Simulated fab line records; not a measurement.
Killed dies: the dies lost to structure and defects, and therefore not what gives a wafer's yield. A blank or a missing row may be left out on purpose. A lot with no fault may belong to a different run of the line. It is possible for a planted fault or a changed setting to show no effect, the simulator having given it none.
fab line records + flow sky130
record:
- lots: 5
- wafers: 15
- last_day: 50
route steps=708 shown VT_ADJUST_LVTN@100 VT_ADJUST_NCORE@119
lots untouched by any fault: they come from a run of this same line in which no faults occurred
start_h: the number of hours between the record's first day and the start of the first shown wafer of the lot + wait_h: hours elapsed since this lot's preceding step + " repeats the value in the row above + L1.1+2: several wafers, shown together as one row + - no value present, or no start provided + * or withheld: withheld + < > ~ a bound
route shown NAME@n: a module of which the file shows steps, and the number in the route of the first + usual: mean/standard deviation taken from wafers without a fault + same: alike in all rows + chamber/n: place in a boat + sites: each site's reading + _std_site: the standard deviation of these + _edge_site: inner sites' mean taken away from outer sites' mean + radius_mm: how far each site lies from the wafer's centre + mask NAME#n: copy n + behind: tool/chamber where the wafer was last shaped + hold: reason for holding the lot/hours on hold/outcome of the hold + device: transistor that didn't switch, given as n, p or np + end of line: tests run on the same wafers once the route is complete + step lacking rows: just its recipe + killed: dies that structure and defects cost at the first sort, which is not the same as the wafer's yield + map: a wafer's dies, marking killed ones x, the rest . and places with no die _
set.NAME: the setting that was run; set.NAME@STEP: the one run at that earlier step + model.NAME: the simulator's own value behind a step, which no gauge read
a table for each step, a row for each wafer; lots at some steps of the route
services: when a tool's chamber went out of use (start_h, in hours from the record's first day, below 0 if earlier), for how many hours, and the reason
== steps ==
step: SKY_VT_ADJUST_LVTN_SOFTBAKE_03
recipe:
- temp_c: 110
- time_s: withheld
step: SKY_VT_ADJUST_LVTN_EXPOSE_04
recipe:
- mask_id: NWM_COMPLEMENT_LESS_NATIVE
- na: 0.6
- source_shape: conventional
- sigma_outer: 0.6
- polarization: unpolarized
- target_cd_nm: 840
- dose_mj: 194
step: SKY_VT_ADJUST_LVTN_PEB_05
recipe:
- temp_c: 115
- time_s: withheld
step: SKY_VT_ADJUST_LVTN_DEVELOP_06
recipe:
- wall_angle_deg: 90
- developer: TMAH
- develop_time_s: 60
- dev_temp_c: 23
step: SKY_VT_ADJUST_LVTN_OVL_MEAS_07
usual:
- VT_ADJUST_LVTN_OVL: 0.5/1.1
| lot.wafer | tool       | chamber | start_h | wait_h | VT_ADJUST_LVTN_OVL[nm] |
|-----------|------------|---------|---------|--------|------------------------|
| L117.1    | overlay-02 | -       | 167.92  | -      | 1.4                    |
| L117.2    | "          | -       | "       | "      | 2.1                    |
| L117.6    | "          | -       | "       | "      | 1.3                    |
| L119.2    | overlay-02 | -       | 177.30  | -      | -0.5                   |
| L119.4    | "          | -       | "       | "      | -1.7                   |
| L119.6    | "          | -       | "       | "      | -0.3                   |
| L125.2    | overlay-02 | -       | 222.83  | -      | 0.9                    |
| L125.5    | "          | -       | "       | "      | 1.7                    |
| L125.6    | "          | -       | "       | "      | 1.0                    |
| L135.1    | overlay-01 | -       | 287.07  | -      | 0.4                    |
| L135.2    | "          | -       | "       | "      | 1.0                    |
| L135.6    | "          | -       | "       | "      | -1.5                   |
| L134.1    | overlay-02 | -       | 288.14  | -      | 2.4                    |
| L134.3    | "          | -       | "       | "      | 0.3                    |
| L134.5    | "          | -       | "       | "      | -0.3                   |
step: SKY_VT_ADJUST_LVTN_IMPLANT_08
recipe:
- species: B
- energy_kev: 30
- dose_cm2: 1.57e+12
- tilt_deg: withheld
step: SKY_VT_ADJUST_LVTN_STRIP_09
recipe:
- chemistry: O2/N2
- power_w: 1400
- pressure_mtorr: 1500
- platen_temp_c: withheld
- o2_flow_sccm: 3000
- n2_flow_sccm: 300
- overash_fraction: 0.5
usual:
- drypump_motor_current_A: 5.8/0.37
- n2_flow_sccm: 300.0/0.88
- oes_product_au: 0.723/0.0042
- strip_time_to_endpoint_s: 36.93/0.11
| lot.wafer | tool            | chamber | start_h | wait_h | drypump_motor_current_A | n2_flow_sccm | oes_product_au | rf_hours_counter_h | strip_time_to_endpoint_s |
|-----------|-----------------|---------|---------|--------|-------------------------|--------------|----------------|--------------------|--------------------------|
| L117.1    | plasma_asher-04 | 0       | 168.11  | 0.1    | 6.0                     | 299.3        | 0.728          | 48                 | 37.02                    |
| L117.2    | "               | 1       | "       | "      | 5.4                     | 299.2        | 0.725          | 48                 | 36.92                    |
| L117.6    | "               | 0       | "       | "      | 6.0                     | 301.3        | 0.726          | -                  | 36.91                    |
| L119.2    | plasma_asher-02 | 0       | 177.48  | 0.1    | 6.2                     | 299.7        | 0.729          | 36                 | 36.84                    |
| L119.4    | "               | 0       | "       | "      | 6.2                     | 297.5        | 0.726          | -                  | 36.95                    |
| L119.6    | "               | 0       | "       | "      | 6.3                     | 299.6        | 0.723          | -                  | 37.01                    |
| L125.2    | plasma_asher-02 | 0       | 223.01  | 0.1    | 6.2                     | 300.7        | 0.724          | 41                 | 36.93                    |
| L125.5    | "               | 0       | "       | "      | 6.2                     | 300.9        | 0.728          | -                  | 36.96                    |
| L125.6    | "               | 1       | "       | "      | 5.6                     | 299.8        | 0.722          | -                  | 36.90                    |
| L135.1    | plasma_asher-02 | 0       | 287.26  | 0.1    | 6.2                     | 300.5        | 0.722          | 47                 | 36.76                    |
| L135.2    | "               | 1       | "       | "      | 5.6                     | 297.5        | 0.717          | 47                 | 36.78                    |
| L135.6    | "               | 1       | "       | "      | 5.6                     | 297.9        | 0.726          | -                  | 36.80                    |
| L134.1    | plasma_asher-03 | 1       | 288.32  | 0.1    | 5.3                     | 300.1        | 0.726          | 17                 | 36.73                    |
| L134.3    | "               | 1       | "       | "      | 5.4                     | 299.8        | 0.723          | -                  | 36.72                    |
| L134.5    | "               | 1       | "       | "      | 5.4                     | 300.5        | 0.724          | -                  | 36.69                    |
step: SKY_VT_ADJUST_LVTN_TW_MEAS_10
usual:
- VT_ADJUST_LVTN_TW: 240.3/2
| lot.wafer | tool          | chamber | start_h | wait_h | VT_ADJUST_LVTN_TW |
|-----------|---------------|---------|---------|--------|-------------------|
| L117.1    | film_metro-03 | -       | 168.21  | 0.1    | 239.4             |
| L117.2    | "             | -       | "       | "      | 237.0             |
| L117.6    | "             | -       | "       | "      | 238.8             |
| L119.2    | film_metro-02 | -       | 177.59  | 0.1    | 242.7             |
| L119.4    | "             | -       | "       | "      | 241.3             |
| L119.6    | "             | -       | "       | "      | 241.1             |
| L125.2    | film_metro-04 | -       | 223.12  | 0.1    | 242.9             |
| L125.5    | "             | -       | "       | "      | 244.2             |
| L125.6    | "             | -       | "       | "      | 242.8             |
| L135.1    | film_metro-02 | -       | 287.36  | 0.1    | 240.0             |
| L135.2    | "             | -       | "       | "      | 240.0             |
| L135.6    | "             | -       | "       | "      | 241.4             |
| L134.1    | film_metro-02 | -       | 288.42  | 0.1    | 240.7             |
| L134.3    | "             | -       | "       | "      | 241.6             |
| L134.5    | "             | -       | "       | "      | 241.1             |
step: SKY_VT_ADJUST_LVTN_DEHYDRATE_11
recipe:
- temp_c: 200
- time_s: 60
step: SKY_VT_ADJUST_LVTN_HMDS_12
recipe:
- prime_time_s: 60
- prime_temp_c: 120
step: SKY_VT_ADJUST_LVTN_COAT_13
recipe:
- resist: NOVOLAK
- spin_rpm: 3000
- resist_thk_nm: 1140
step: SKY_VT_ADJUST_LVTN_SOFTBAKE_14
recipe:
- temp_c: 90
- time_s: 60
- resist: NOVOLAK
step: SKY_VT_ADJUST_LVTN_EXPOSE_15
recipe:
- mask_id: HVN_STD_DERIVED
- na: 0.6
- source_shape: conventional
- sigma_outer: 0.6
- polarization: unpolarized
- target_cd_nm: 600
- dose_mj: 163
| lot.wafer  | tool             | chamber | start_h | wait_h | mask              |
|------------|------------------|---------|---------|--------|-------------------|
| L117.1+2+6 | iline_stepper-02 | 0       | 178.54  | -      | HVN_STD_DERIVED#0 |
| L119.2+4+6 | iline_stepper-01 | 0       | 187.63  | -      | HVN_STD_DERIVED#0 |
| L125.2+5+6 | iline_stepper-01 | 0       | 234.74  | -      | HVTPM#0           |
| L135.1+2+6 | iline_stepper-02 | 0       | 299.59  | -      | HVN_STD_DERIVED#0 |
| L134.1+3+5 | iline_stepper-01 | 0       | 300.65  | -      | HVN_STD_DERIVED#0 |
step: SKY_VT_ADJUST_LVTN_PEB_16
recipe:
- temp_c: withheld
- time_s: *
- resist: NOVOLAK
step: SKY_VT_ADJUST_LVTN_DEVELOP_17
recipe:
- resist: NOVOLAK
- developer: TMAH
- develop_time_s: 60
- dev_temp_c: 23
step: SKY_VT_ADJUST_LVTN_OVL_MEAS_18
usual:
- VT_ADJUST_LVTN_01_OVL: 0.2/1.3
| lot.wafer | tool       | chamber | start_h | wait_h | VT_ADJUST_LVTN_01_OVL[nm] |
|-----------|------------|---------|---------|--------|---------------------------|
| L117.1    | overlay-02 | -       | 187.87  | 0.1    | 0.2                       |
| L117.2    | "          | -       | "       | "      | -0.5                      |
| L117.6    | "          | -       | "       | "      | -1.8                      |
| L119.2    | overlay-01 | -       | 197.44  | 0.1    | 2.3                       |
| L119.4    | "          | -       | "       | "      | 1.5                       |
| L119.6    | "          | -       | "       | "      | 1.3                       |
| L125.2    | overlay-02 | -       | 246.29  | 0.1    | -                         |
| L125.5    | "          | -       | "       | "      | -                         |
| L125.6    | "          | -       | "       | "      | -                         |
| L135.1    | overlay-02 | -       | 312.14  | 0.1    | -1.1                      |
| L135.2    | "          | -       | "       | "      | -2.1                      |
| L135.6    | "          | -       | "       | "      | -0.5                      |
| L134.1    | overlay-02 | -       | 313.62  | 0.1    | -1.0                      |
| L134.3    | "          | -       | "       | "      | 0.0                       |
| L134.5    | "          | -       | "       | "      | -0.8                      |
step: SKY_VT_ADJUST_LVTN_IMPLANT_19
recipe:
- species: B
- energy_kev: 30
- dose_cm2: 6.5e+11
- tilt_deg: withheld
step: SKY_VT_ADJUST_LVTN_STRIP_20
recipe:
- chemistry: O2/N2
- power_w: 1400
- pressure_mtorr: 1500
- platen_temp_c: withheld
- o2_flow_sccm: 3000
- n2_flow_sccm: 300
- overash_fraction: 0.5
usual:
- drypump_motor_current_A: 5.8/0.36
- n2_flow_sccm: 300.0/0.88
- oes_product_au: 0.716/0.0047
- strip_time_to_endpoint_s: 14.17/0.043
| lot.wafer | tool            | chamber | start_h | wait_h | drypump_motor_current_A | n2_flow_sccm | oes_product_au | rf_hours_counter_h | strip_time_to_endpoint_s |
|-----------|-----------------|---------|---------|--------|-------------------------|--------------|----------------|--------------------|--------------------------|
| L117.1    | plasma_asher-02 | 1       | 188.06  | 0.1    | 5.6                     | 300.0        | 0.713          | 37                 | 14.19                    |
| L117.2    | "               | 0       | "       | "      | 6.2                     | 301.3        | 0.711          | 37                 | 14.18                    |
| L117.6    | "               | 0       | "       | "      | 6.2                     | 299.5        | 0.716          | -                  | 14.17                    |
| L119.2    | plasma_asher-04 | 0       | 197.62  | 0.1    | 6.0                     | 300.1        | 0.717          | 51                 | 14.19                    |
| L119.4    | "               | 1       | "       | "      | 5.4                     | 301.4        | 0.716          | -                  | 14.18                    |
| L119.6    | "               | 1       | "       | "      | 5.4                     | 300.4        | 0.713          | -                  | 14.20                    |
| L125.2    | plasma_asher-04 | 0       | 246.47  | 0.1    | 6.0                     | 299.6        | 0.710          | 56                 | 14.13                    |
| L125.5    | "               | 1       | "       | "      | 5.3                     | 301.2        | 0.717          | -                  | 14.14                    |
| L125.6    | "               | 0       | "       | "      | 6.0                     | 300.6        | 0.710          | -                  | 14.14                    |
| L135.1    | plasma_asher-02 | 0       | 312.33  | 0.1    | 6.2                     | 299.2        | 0.719          | 50                 | 14.16                    |
| L135.2    | "               | 1       | "       | "      | 5.6                     | 299.6        | 0.714          | 50                 | 14.15                    |
| L135.6    | "               | 1       | "       | "      | 5.6                     | 300.6        | 0.720          | -                  | 14.20                    |
| L134.1    | plasma_asher-03 | 1       | 313.81  | 0.1    | 5.4                     | 300.9        | 0.718          | 19                 | 14.19                    |
| L134.3    | "               | 1       | "       | "      | 5.3                     | 299.8        | 0.712          | -                  | 14.24                    |
| L134.5    | "               | 1       | "       | "      | 5.4                     | 301.7        | 0.721          | -                  | 14.23                    |
step: SKY_VT_ADJUST_LVTN_TW_MEAS_21
usual:
- VT_ADJUST_LVTN_2_TW: 187.6/1.3
| lot.wafer | tool          | chamber | start_h | wait_h | VT_ADJUST_LVTN_2_TW |
|-----------|---------------|---------|---------|--------|---------------------|
| L117.1    | film_metro-03 | -       | 188.16  | 0.1    | 185.5               |
| L117.2    | "             | -       | "       | "      | 186.1               |
| L117.6    | "             | -       | "       | "      | 185.3               |
| L119.2    | film_metro-02 | -       | 197.73  | 0.1    | 186.8               |
| L119.4    | "             | -       | "       | "      | 187.8               |
| L119.6    | "             | -       | "       | "      | 187.5               |
| L125.2    | film_metro-03 | -       | 246.58  | 0.1    | 29.5                |
| L125.5    | "             | -       | "       | "      | 29.7                |
| L125.6    | "             | -       | "       | "      | 29.7                |
| L135.1    | film_metro-04 | -       | 312.43  | 0.1    | 189.2               |
| L135.2    | "             | -       | "       | "      | 189.7               |
| L135.6    | "             | -       | "       | "      | 188.6               |
| L134.1    | film_metro-04 | -       | 313.91  | 0.1    | 189.8               |
| L134.3    | "             | -       | "       | "      | 189.2               |
| L134.5    | "             | -       | "       | "      | 189.9               |
step: SKY_VT_ADJUST_NCORE_DEHYDRATE_00
recipe:
- temp_c: 200
- time_s: 60
== services ==
| tool             | chamber | start_h | hours | kind   |
|------------------|---------|---------|-------|--------|
| plasma_asher-03  | -       | 150.50  | 2.8   | pm     |
| iline_stepper-02 | -       | 233.37  | 1.7   | pm     |
| iline_stepper-02 | -       | 253.82  | 5.5   | repair |
| plasma_asher-03  | -       | 295.94  | 4.4   | repair |
| plasma_asher-02  | -       | 300.83  | 0.4   | repair |
== key ==
first_sign:
- step: SKY_VT_ADJUST_LVTN_EXPOSE_15
- reading: mask
- direction: changed
effect:
- step: SKY_VT_ADJUST_LVTN_OVL_MEAS_18
- reading: VT_ADJUST_LVTN_01_OVL
- direction: missing
effect:
- step: SKY_VT_ADJUST_LVTN_TW_MEAS_21
- reading: VT_ADJUST_LVTN_2_TW
- direction: down
- sigmas: 99+
- usual: 187.6
- struck: 29.6
met_at SKY_VT_ADJUST_LVTN_EXPOSE_15
struck_wafers L125.2,L125.5,L125.6
sort_left_out L125.2,L125.5,L125.6
tester_left_out L125
onset_between 187.63 234.74
fault:
- kind: wrong_mask
- tool: any
- chamber: -
- onset_h: 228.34
- steps: SKY_VT_ADJUST_LVTN_EXPOSE_15
- aux_copy: HVTPM#0
- scope: struck_lots_only
tester_left_out: of these lots the tester's yield and bins aren't shown, on N5 and GAA mostly nor the transistor test; their killed dies are dies lost to structure and defects alone, not to doping, threshold or leakage, so they don't give the yield
sort_left_out: the simulated sort isn't trusted on such a fault, so these wafers' sort isn't shown, and their yield isn't known
